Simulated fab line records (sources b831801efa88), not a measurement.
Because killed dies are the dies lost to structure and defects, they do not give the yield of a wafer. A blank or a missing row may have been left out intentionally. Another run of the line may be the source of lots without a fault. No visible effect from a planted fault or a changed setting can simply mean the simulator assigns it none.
fab line records	flow gf180mcu	part 1 of 2: steps 1 to 28 of 38
[record] lots = 5	wafers = 15	last-day = 33
route steps=602 shown NWELL@45 LVPWELL@54 MVSD@66 MVPSD@78
lots that met no fault: from a run of the same line without faults
start-h: hours from the record's first day to the start of the lot's first wafer shown	wait-h: hours since the lot's step before	" same as the row above	L1.1+2: one row covering several wafers at once	- either no value or no given start	* or withheld: withheld	< > ~ a bound
route shown NAME@n: names a module that has steps shown in the file, with the first one's number in the route	usual: mean/standard deviation of fault-free wafers	same: alike in all rows	chamber/n: place in a boat	sites: readings site by site	_std_site: their standard deviation	_edge_site: the outer-site mean with the inner-site mean subtracted	radius-mm: how far each site lies from the wafer's centre	mask NAME#n: copy n	behind: tool/chamber where the wafer was last shaped	hold: why the lot went on hold/how many hours it stayed there/how the hold came to an end	device: which transistor (n, p or np) failed to switch	end of line: the same wafers' tests at the end of the route	step lacking rows: just its recipe	killed: count of dies lost to structure and defects at first sort (not the wafer's yield)	map: per-die view of a wafer (x killed, . not killed, _ where there is no die)
set.NAME: the setting that was run; set.NAME@STEP: the one run at that earlier step	model.NAME: the simulator's own value behind a step, which no gauge read
lots at some steps of the route; a table a step, a row a wafer
services: from which hour (start-h, from the record's first day; less than 0 if before it) a tool's chamber was out of use, for how many hours, and why
[[steps]]
[step GF_NWELL_SOFTBAKE_03]
[recipe] temp-c = 110	time-s = withheld
[usual] plate-temp-C = 110.02/0.13
lot.wafer	tool	chamber	start-h	wait-h	plate-temp-C
L074.3	litho-track-03	0	48.81	0.1	109.90
L074.4	"	0	"	"	110.02
L074.6	"	0	"	"	109.91
L076.3	litho-track-01	0	60.25	0.1	110.02
L076.4	"	0	"	"	109.88
L076.6	"	0	"	"	110.17
L079.1	litho-track-02	0	77.49	0.1	110.16
L079.2	"	0	"	"	110.08
L079.5	"	0	"	"	110.04
L080.2	litho-track-03	0	81.38	0.1	110.09
L080.4	"	0	"	"	109.68
L080.5	"	0	"	"	109.97
L094.2	litho-track-03	0	157.58	0.1	110.02
L094.3	"	0	"	"	110.11
L094.6	"	0	"	"	110.15
[step GF_NWELL_EXPOSE_04]
[recipe] mask-id = Nwell	target-cd-nm = 860	na = 0.6	source-shape = conventional	sigma-outer = 0.6	dose-mj = 260
[usual] exposure-dose-mJ-cm2 = 259.99/0.26
lot.wafer	tool	chamber	start-h	wait-h	mask	exposure-dose-mJ-cm2
L074.3	iline-stepper-02	0	-	-	Nwell#0	259.80
L074.4	"	0	"	"	Nwell#0	259.84
L074.6	"	0	"	"	Nwell#0	260.46
L076.3	iline-stepper-01	0	-	-	Nwell#0	260.10
L076.4	"	0	"	"	Nwell#0	260.13
L076.6	"	0	"	"	Nwell#0	260.11
L079.1	iline-stepper-01	0	-	-	Nwell#0	259.90
L079.2	"	0	"	"	Nwell#0	260.09
L079.5	"	0	"	"	Nwell#0	260.16
L080.2	iline-stepper-01	0	-	-	Nwell#0	260.25
L080.4	"	0	"	"	Nwell#0	260.14
L080.5	"	0	"	"	Nwell#0	260.54
L094.2	iline-stepper-01	0	-	-	Nwell#0	259.96
L094.3	"	0	"	"	Nwell#0	259.76
L094.6	"	0	"	"	Nwell#0	259.89
[step GF_NWELL_PEB_05]
[recipe] temp-c = 115	time-s = withheld
[usual] plate-temp-C = 114.99/0.13
lot.wafer	tool	chamber	start-h	wait-h	plate-temp-C
L074.3	litho-track-02	0	-	-	114.94
L074.4	"	0	"	"	114.97
L074.6	"	0	"	"	115.05
L076.3	litho-track-03	0	-	-	115.07
L076.4	"	0	"	"	115.19
L076.6	"	0	"	"	115.09
L079.1	litho-track-03	0	-	-	115.01
L079.2	"	0	"	"	114.85
L079.5	"	0	"	"	115.04
L080.2	litho-track-02	0	-	-	115.15
L080.4	"	0	"	"	114.85
L080.5	"	0	"	"	114.89
L094.2	litho-track-02	0	-	-	115.06
L094.3	"	0	"	"	115.10
L094.6	"	0	"	"	114.95
[step GF_NWELL_DEVELOP_06]
[recipe] wall-angle-deg = 90	develop-time-s = 60	dev-temp-c = 23
lot.wafer	tool	chamber	start-h	wait-h
L074.3+4+6	litho-track-02	0	-	-
L076.3+4+6	litho-track-03	0	-	-
L079.1+2+5	litho-track-03	0	-	-
L080.2+4+5	litho-track-02	0	-	-
L094.2+3+6	litho-track-02	0	-	-
[step GF_NWELL_OVL_MEAS_07]
[usual] NWELL_OVL = -1.1/1
lot.wafer	tool	chamber	start-h	wait-h	NWELL_OVL[nm]
L074.3	overlay-02	-	54.20	-	0.5
L074.4	"	-	"	"	-0.9
L074.6	"	-	"	"	-0.8
L076.3	overlay-02	-	66.80	-	-0.6
L076.4	"	-	"	"	-0.2
L076.6	"	-	"	"	0.2
L079.1	overlay-02	-	83.80	-	0.1
L079.2	"	-	"	"	-1.3
L079.5	"	-	"	"	1.1
L080.2	overlay-02	-	88.25	-	-0.9
L080.4	"	-	"	"	-1.5
L080.5	"	-	"	"	-3.0
L094.2	overlay-02	-	165.35	-	-2.8
L094.3	"	-	"	"	-1.8
L094.6	"	-	"	"	-2.7
[step GF_NWELL_IMPLANT_08]
[recipe] species = P	energy-kev = 450	dose-cm2 = 1.5e+13	tilt-deg = 0
[usual] tilt-deg = 0.002/0.021
lot.wafer	tool	chamber	start-h	wait-h	tilt-deg
L074.3	implanter-02	0	54.28	0.1	-0.013
L074.4	"	0	"	"	-0.017
L074.6	"	0	"	"	0.007
L076.3	implanter-04	0	66.88	0.1	-0.004
L076.4	"	0	"	"	0.004
L076.6	"	0	"	"	0.009
L079.1	implanter-01	0	83.83	0.0	-0.004
L079.2	"	0	"	"	0.041
L079.5	"	0	"	"	0.025
L080.2	implanter-01	0	88.30	0.0	0.008
L080.4	"	0	"	"	0.003
L080.5	"	0	"	"	-0.006
L094.2	implanter-04	0	165.40	0.0	-0.011
L094.3	"	0	"	"	0.004
L094.6	"	0	"	"	0.003
[step GF_NWELL_IMPLANT_09]
[recipe] species = P	energy-kev = 160	dose-cm2 = 4e+12	tilt-deg = 0
[usual] tilt-deg = 0.001/0.02
lot.wafer	tool	chamber	start-h	wait-h	tilt-deg
L074.3	implanter-02	0	54.43	0.1	-0.019
L074.4	"	0	"	"	-0.035
L074.6	"	0	"	"	-0.030
L076.3	implanter-04	0	67.03	0.1	0.011
L076.4	"	0	"	"	0.001
L076.6	"	0	"	"	0.015
L079.1	implanter-01	0	83.98	0.1	0.000
L079.2	"	0	"	"	0.012
L079.5	"	0	"	"	0.012
L080.2	implanter-01	0	88.45	0.1	-0.031
L080.4	"	0	"	"	-0.026
L080.5	"	0	"	"	-0.027
L094.2	implanter-04	0	165.55	0.1	0.003
L094.3	"	0	"	"	-0.013
L094.6	"	0	"	"	-0.014
[step GF_NWELL_STRIP_10]
[recipe] chemistry = O2/N2	power-w = 1400	pressure-mtorr = 1500	platen-temp-c = 250	o2-flow-sccm = 3000	n2-flow-sccm = 300	overash-fraction = 0.5
[usual] chamber-pressure-mTorr = 1500.0/1.4	drypump-motor-current-A = 5.9/0.46	heater-power-w = 323/59	oes-product-au = 0.723/0.0046	strip-time-to-endpoint-s = 36.95/0.085
lot.wafer	tool	chamber	start-h	wait-h	chamber-pressure-mTorr	drypump-motor-current-A	heater-power-w	oes-product-au	rf-hours-counter-h	strip-time-to-endpoint-s
L074.3	plasma-asher-04	0	54.56	0.1	1499.7	6.3	298	0.723	-	37.06
L074.4	"	1	"	"	1497.5	5.3	332	0.717	-	37.03
L074.6	"	1	"	"	1499.6	5.3	325	0.724	-	36.97
L076.3	plasma-asher-02	1	67.16	0.1	1501.9	5.9	274	0.720	-	36.96
L076.4	"	0	"	"	1499.8	5.4	419	0.726	-	37.06
L076.6	"	0	"	"	1500.7	5.4	424	0.716	-	36.88
L079.1	plasma-asher-02	0	84.13	0.1	1499.6	5.3	422	0.731	44	36.99
L079.2	"	1	"	"	1500.2	5.9	273	0.724	44	36.91
L079.5	"	0	"	"	1499.2	5.4	426	0.729	-	37.12
L080.2	plasma-asher-03	1	88.58	0.1	1500.0	6.5	352	0.720	42	36.96
L080.4	"	1	"	"	1498.6	6.5	358	0.723	-	36.98
L080.5	"	1	"	"	1497.1	6.5	364	0.718	-	36.75
L094.2	plasma-asher-04	1	165.68	0.1	1499.4	5.3	321	0.719	37	36.89
L094.3	"	1	"	"	1500.2	5.3	326	0.726	-	36.88
L094.6	"	1	"	"	1500.7	5.3	318	0.724	-	36.85
[step GF_NWELL_TW_MEAS_11]
[usual] NWELL_TW = 1568/23
lot.wafer	tool	chamber	start-h	wait-h	NWELL_TW
L074.3	film-metro-01	-	54.65	0.1	1589
L074.4	"	-	"	"	1595
L074.6	"	-	"	"	1587
L076.3	film-metro-01	-	67.25	0.1	1581
L076.4	"	-	"	"	1586
L076.6	"	-	"	"	1594
L079.1	film-metro-01	-	84.23	0.1	1601
L079.2	"	-	"	"	1595
L079.5	"	-	"	"	1596
L080.2	film-metro-01	-	88.69	0.1	1594
L080.4	"	-	"	"	1599
L080.5	"	-	"	"	1601
L094.2	film-metro-03	-	165.79	0.1	1546
L094.3	"	-	"	"	1547
L094.6	"	-	"	"	1545
[step GF_LVPWELL_DEHYDRATE_00]
[recipe] temp-c = 200	time-s = 60
[usual] plate-temp-C = 199.99/0.17
lot.wafer	tool	chamber	start-h	wait-h	plate-temp-C
L074.3	litho-track-01	0	61.04	6.4	200.10
L074.4	"	0	"	"	199.86
L074.6	"	0	"	"	199.66
L076.3	litho-track-03	0	73.60	6.3	200.02
L076.4	"	0	"	"	199.60
L076.6	"	0	"	"	199.85
L079.1	litho-track-01	0	91.14	6.9	199.96
L079.2	"	0	"	"	199.85
L079.5	"	0	"	"	200.17
L080.2	litho-track-04	0	95.27	6.6	200.27
L080.4	"	0	"	"	199.97
L080.5	"	0	"	"	200.33
L094.2	litho-track-01	0	173.06	7.3	200.05
L094.3	"	0	"	"	200.20
L094.6	"	0	"	"	200.19
[step GF_LVPWELL_HMDS_01]
[recipe] prime-time-s = 60	prime-temp-c = 120
lot.wafer	tool	chamber	start-h	wait-h
L074.3+4+6	litho-track-01	0	61.19	0.1
L076.3+4+6	litho-track-03	0	73.75	0.1
L079.1+2+5	litho-track-01	0	91.29	0.1
L080.2+4+5	litho-track-04	0	95.42	0.1
L094.2+3+6	litho-track-01	0	173.21	0.1
[step GF_LVPWELL_COAT_02]
[recipe] spin-rpm = 2000	resist-thk-nm = 3000
lot.wafer	tool	chamber	start-h	wait-h
L074.3+4+6	litho-track-01	0	61.34	0.1
L076.3+4+6	litho-track-03	0	73.90	0.1
L079.1+2+5	litho-track-01	0	91.44	0.1
L080.2+4+5	litho-track-04	0	95.57	0.1
L094.2+3+6	litho-track-01	0	173.36	0.1
[step GF_LVPWELL_SOFTBAKE_03]
[recipe] temp-c = 110	time-s = withheld
[usual] plate-temp-C = 110.03/0.11
lot.wafer	tool	chamber	start-h	wait-h	plate-temp-C
L074.3	litho-track-01	0	61.50	0.1	109.95
L074.4	"	0	"	"	110.05
L074.6	"	0	"	"	109.93
L076.3	litho-track-03	0	74.06	0.1	110.24
L076.4	"	0	"	"	110.13
L076.6	"	0	"	"	110.30
L079.1	litho-track-01	0	91.59	0.1	110.15
L079.2	"	0	"	"	110.08
L079.5	"	0	"	"	110.16
L080.2	litho-track-04	0	95.73	0.1	110.20
L080.4	"	0	"	"	109.98
L080.5	"	0	"	"	109.98
L094.2	litho-track-01	0	173.52	0.1	110.00
L094.3	"	0	"	"	109.94
L094.6	"	0	"	"	109.83
[step GF_LVPWELL_EXPOSE_04]
[recipe] mask-id = LVPWELL	target-cd-nm = 600	na = 0.6	source-shape = conventional	sigma-outer = 0.6	dose-mj = 260
[usual] exposure-dose-mJ-cm2 = 260.00/0.26
lot.wafer	tool	chamber	start-h	wait-h	mask	exposure-dose-mJ-cm2
L074.3	iline-stepper-02	0	-	-	LVPWELL#0	260.11
L074.4	"	0	"	"	LVPWELL#0	260.22
L074.6	"	0	"	"	LVPWELL#0	259.94
L076.3	iline-stepper-02	0	-	-	LVPWELL#0	259.85
L076.4	"	0	"	"	LVPWELL#0	259.75
L076.6	"	0	"	"	LVPWELL#0	260.05
L079.1	iline-stepper-02	0	-	-	LVPWELL#0	259.90
L079.2	"	0	"	"	LVPWELL#0	259.75
L079.5	"	0	"	"	LVPWELL#0	259.98
L080.2	iline-stepper-02	0	-	-	LVPWELL#0	260.26
L080.4	"	0	"	"	LVPWELL#0	259.76
L080.5	"	0	"	"	LVPWELL#0	260.04
L094.2	iline-stepper-02	0	-	-	LVPWELL#0	259.84
L094.3	"	0	"	"	LVPWELL#0	260.05
L094.6	"	0	"	"	LVPWELL#0	260.15
[step GF_LVPWELL_PEB_05]
[recipe] temp-c = 115	time-s = withheld
[usual] plate-temp-C = 114.99/0.14
lot.wafer	tool	chamber	start-h	wait-h	plate-temp-C
L074.3	litho-track-01	0	-	-	115.07
L074.4	"	0	"	"	115.08
L074.6	"	0	"	"	114.97
L076.3	litho-track-04	0	-	-	115.04
L076.4	"	0	"	"	114.89
L076.6	"	0	"	"	114.94
L079.1	litho-track-03	0	-	-	114.97
L079.2	"	0	"	"	115.10
L079.5	"	0	"	"	115.21
L080.2	litho-track-03	0	-	-	115.08
L080.4	"	0	"	"	114.95
L080.5	"	0	"	"	115.14
L094.2	litho-track-03	0	-	-	114.91
L094.3	"	0	"	"	115.13
L094.6	"	0	"	"	115.17
[step GF_LVPWELL_DEVELOP_06]
[recipe] wall-angle-deg = 90	develop-time-s = 60	dev-temp-c = 23
lot.wafer	tool	chamber	start-h	wait-h
L074.3+4+6	litho-track-01	0	-	-
L076.3+4+6	litho-track-04	0	-	-
L079.1+2+5	litho-track-03	0	-	-
L080.2+4+5	litho-track-03	0	-	-
L094.2+3+6	litho-track-03	0	-	-
[step GF_LVPWELL_OVL_MEAS_07]
[usual] LVPWELL_OVL = -1.1/1.5
lot.wafer	tool	chamber	start-h	wait-h	LVPWELL_OVL[nm]
L074.3	overlay-01	-	67.45	-	0.9
L074.4	"	-	"	"	0.9
L074.6	"	-	"	"	1.8
L076.3	overlay-01	-	81.16	-	-2.9
L076.4	"	-	"	"	-1.6
L076.6	"	-	"	"	-1.3
L079.1	overlay-02	-	98.92	-	-1.5
L079.2	"	-	"	"	-0.6
L079.5	"	-	"	"	-2.6
L080.2	overlay-02	-	102.40	-	0.4
L080.4	"	-	"	"	-0.2
L080.5	"	-	"	"	0.1
L094.2	overlay-01	-	181.10	-	-0.6
L094.3	"	-	"	"	0.0
L094.6	"	-	"	"	0.1
[step GF_LVPWELL_IMPLANT_08]
[recipe] species = B	energy-kev = 170	dose-cm2 = 1.5e+13	tilt-deg = 0
[usual] tilt-deg = 0.002/0.019
lot.wafer	tool	chamber	start-h	wait-h	tilt-deg
L074.3	implanter-03	0	67.52	0.1	-0.028
L074.4	"	0	"	"	-0.039
L074.6	"	0	"	"	-0.011
L076.3	implanter-01	0	81.23	0.1	-0.017
L076.4	"	0	"	"	-0.006
L076.6	"	0	"	"	-0.006
L079.1	implanter-03	0	99.22	0.3	-0.021
L079.2	"	0	"	"	0.009
L079.5	"	0	"	"	0.006
L080.2	implanter-04	0	102.46	0.0	-0.026
L080.4	"	0	"	"	-0.031
L080.5	"	0	"	"	-0.027
L094.2	implanter-03	0	181.16	0.0	-0.020
L094.3	"	0	"	"	0.016
L094.6	"	0	"	"	0.027
[step GF_LVPWELL_IMPLANT_09]
[recipe] species = B	energy-kev = 60	dose-cm2 = 5e+12	tilt-deg = 0
[usual] tilt-deg = 0.004/0.02
lot.wafer	tool	chamber	start-h	wait-h	tilt-deg
L074.3	implanter-03	0	67.67	0.1	0.016
L074.4	"	0	"	"	0.007
L074.6	"	0	"	"	0.022
L076.3	implanter-01	0	81.38	0.1	0.024
L076.4	"	0	"	"	0.027
L076.6	"	0	"	"	-0.010
L079.1	implanter-03	0	99.37	0.1	0.010
L079.2	"	0	"	"	-0.019
L079.5	"	0	"	"	0.004
L080.2	implanter-04	0	102.61	0.1	0.012
L080.4	"	0	"	"	0.005
L080.5	"	0	"	"	-0.003
L094.2	implanter-03	0	181.31	0.1	0.016
L094.3	"	0	"	"	0.024
L094.6	"	0	"	"	0.026
[step GF_LVPWELL_STRIP_10]
[recipe] chemistry = O2/N2	power-w = 1400	pressure-mtorr = 1500	platen-temp-c = 250	o2-flow-sccm = 3000	n2-flow-sccm = 300	overash-fraction = 0.5
[usual] chamber-pressure-mTorr = 1500.1/1.5	drypump-motor-current-A = 5.6/0.42	heater-power-w = 324/53	oes-product-au = 0.722/0.0041	strip-time-to-endpoint-s = 36.93/0.088
lot.wafer	tool	chamber	start-h	wait-h	chamber-pressure-mTorr	drypump-motor-current-A	heater-power-w	oes-product-au	rf-hours-counter-h	strip-time-to-endpoint-s
L074.3	plasma-asher-02	0	67.81	0.1	1498.8	5.4	426	0.725	-	36.97
L074.4	"	1	"	"	1503.4	5.9	273	0.726	-	36.93
L074.6	"	1	"	"	1499.2	5.9	269	0.717	-	36.83
L076.3	plasma-asher-04	0	81.52	0.1	1500.0	6.2	302	0.719	-	36.92
L076.4	"	1	"	"	1497.3	5.3	318	0.723	-	36.88
L076.6	"	1	"	"	1499.1	5.3	323	0.728	-	36.86
L079.1	plasma-asher-02	0	99.52	0.1	1501.2	5.4	416	0.729	46	36.81
L079.2	"	1	"	"	1497.5	5.9	265	0.728	46	36.95
L079.5	"	1	"	"	1498.4	5.9	272	0.717	-	36.83
L080.2	plasma-asher-04	0	102.73	0.1	1501.4	6.3	303	0.723	30	37.17
L080.4	"	0	"	"	1501.7	6.3	294	0.727	-	36.88
L080.5	"	0	"	"	1499.7	6.3	300	0.729	-	37.10
L094.2	plasma-asher-04	0	181.43	0.1	1503.4	6.3	303	0.727	39	36.95
L094.3	"	0	"	"	1498.0	6.3	302	0.725	-	36.87
L094.6	"	0	"	"	1499.6	6.3	302	0.722	-	36.87
[step GF_LVPWELL_TW_MEAS_11]
[usual] LVPWELL_TW = 558/8.2
lot.wafer	tool	chamber	start-h	wait-h	LVPWELL_TW
L074.3	film-metro-01	-	67.89	0.1	562
L074.4	"	-	"	"	560
L074.6	"	-	"	"	563
L076.3	film-metro-01	-	81.60	0.1	568
L076.4	"	-	"	"	564
L076.6	"	-	"	"	568
L079.1	film-metro-03	-	99.62	0.1	551
L079.2	"	-	"	"	551
L079.5	"	-	"	"	552
L080.2	film-metro-03	-	102.84	0.1	555
L080.4	"	-	"	"	550
L080.5	"	-	"	"	552
L094.2	film-metro-01	-	181.54	0.1	565
L094.3	"	-	"	"	564
L094.6	"	-	"	"	564
[step GF_MVSD_DEHYDRATE_00]
[recipe] temp-c = 200	time-s = 60
[usual] plate-temp-C = 199.96/0.16
lot.wafer	tool	chamber	start-h	wait-h	plate-temp-C
L074.3	litho-track-01	0	74.74	6.8	200.01
L074.4	"	0	"	"	199.94
L074.6	"	0	"	"	200.10
L076.3	litho-track-04	0	87.40	5.8	200.10
L076.4	"	0	"	"	200.12
L076.6	"	0	"	"	200.13
L079.1	litho-track-04	0	106.35	6.7	199.91
L079.2	"	0	"	"	199.88
L079.5	"	0	"	"	199.90
L080.2	litho-track-01	0	109.61	6.8	199.81
L080.4	"	0	"	"	199.81
L080.5	"	0	"	"	199.57
L094.2	litho-track-04	0	189.02	7.5	200.20
L094.3	"	0	"	"	200.29
L094.6	"	0	"	"	199.96
[step GF_MVSD_HMDS_01]
[recipe] prime-time-s = 60	prime-temp-c = 120
lot.wafer	tool	chamber	start-h	wait-h
L074.3+4+6	litho-track-01	0	74.89	0.1
L076.3+4+6	litho-track-04	0	87.55	0.1
L079.1+2+5	litho-track-04	0	106.50	0.1
L080.2+4+5	litho-track-01	0	109.76	0.1
L094.2+3+6	litho-track-04	0	189.17	0.1
[step GF_MVSD_COAT_02]
[recipe] spin-rpm = 2000	resist-thk-nm = 3000
lot.wafer	tool	chamber	start-h	wait-h
L074.3+4+6	litho-track-01	0	75.04	0.1
L076.3+4+6	litho-track-04	0	87.70	0.1
L079.1+2+5	litho-track-04	0	106.65	0.1
L080.2+4+5	litho-track-01	0	109.91	0.1
L094.2+3+6	litho-track-04	0	189.32	0.1
[step GF_MVSD_SOFTBAKE_03]
[recipe] temp-c = 110	time-s = withheld
[usual] plate-temp-C = 110.00/0.12
lot.wafer	tool	chamber	start-h	wait-h	plate-temp-C
L074.3	litho-track-01	0	75.20	0.1	109.84
L074.4	"	0	"	"	109.95
L074.6	"	0	"	"	109.88
L076.3	litho-track-04	0	87.87	0.1	110.04
L076.4	"	0	"	"	109.98
L076.6	"	0	"	"	109.99
L079.1	litho-track-04	0	106.80	0.1	110.14
L079.2	"	0	"	"	110.04
L079.5	"	0	"	"	110.16
L080.2	litho-track-01	0	110.07	0.1	110.16
L080.4	"	0	"	"	110.05
L080.5	"	0	"	"	110.08
L094.2	litho-track-04	0	189.48	0.1	109.78
L094.3	"	0	"	"	109.89
L094.6	"	0	"	"	109.93
[step GF_MVSD_EXPOSE_04]
[recipe] mask-id = MVSD	target-cd-nm = 1000	na = 0.6	source-shape = conventional	sigma-outer = 0.6	dose-mj = 260
[usual] exposure-dose-mJ-cm2 = 259.99/0.23
lot.wafer	tool	chamber	start-h	wait-h	mask	exposure-dose-mJ-cm2
L074.3	iline-stepper-02	0	-	-	MVSD#0	259.87
L074.4	"	0	"	"	MVSD#0	259.78
L074.6	"	0	"	"	MVSD#0	260.00
L076.3	iline-stepper-01	0	-	-	MVSD#0	259.76
L076.4	"	0	"	"	MVSD#0	259.87
L076.6	"	0	"	"	MVSD#0	260.29
L079.1	iline-stepper-02	0	-	-	MVSD#0	259.54
L079.2	"	0	"	"	MVSD#0	259.68
L079.5	"	0	"	"	MVSD#0	259.68
L080.2	iline-stepper-02	0	-	-	MVSD#0	260.36
L080.4	"	0	"	"	MVSD#0	260.03
L080.5	"	0	"	"	MVSD#0	260.21
L094.2	iline-stepper-01	0	-	-	MVSD#0	260.15
L094.3	"	0	"	"	MVSD#0	259.80
L094.6	"	0	"	"	MVSD#0	260.20
[step GF_MVSD_PEB_05]
[recipe] temp-c = 115	time-s = withheld
[usual] plate-temp-C = 114.98/0.12
lot.wafer	tool	chamber	start-h	wait-h	plate-temp-C
L074.3	litho-track-01	0	-	-	115.18
L074.4	"	0	"	"	114.93
L074.6	"	0	"	"	115.13
L076.3	litho-track-04	0	-	-	114.78
L076.4	"	0	"	"	114.90
L076.6	"	0	"	"	114.95
L079.1	litho-track-01	0	-	-	114.78
L079.2	"	0	"	"	114.88
L079.5	"	0	"	"	114.93
L080.2	litho-track-04	0	-	-	115.00
L080.4	"	0	"	"	114.94
L080.5	"	0	"	"	114.93
L094.2	litho-track-02	0	-	-	114.97
L094.3	"	0	"	"	115.05
L094.6	"	0	"	"	114.90
[step GF_MVSD_DEVELOP_06]
[recipe] wall-angle-deg = 90	develop-time-s = 60	dev-temp-c = 23
lot.wafer	tool	chamber	start-h	wait-h
L074.3+4+6	litho-track-01	0	-	-
L076.3+4+6	litho-track-04	0	-	-
L079.1+2+5	litho-track-01	0	-	-
L080.2+4+5	litho-track-04	0	-	-
L094.2+3+6	litho-track-02	0	-	-
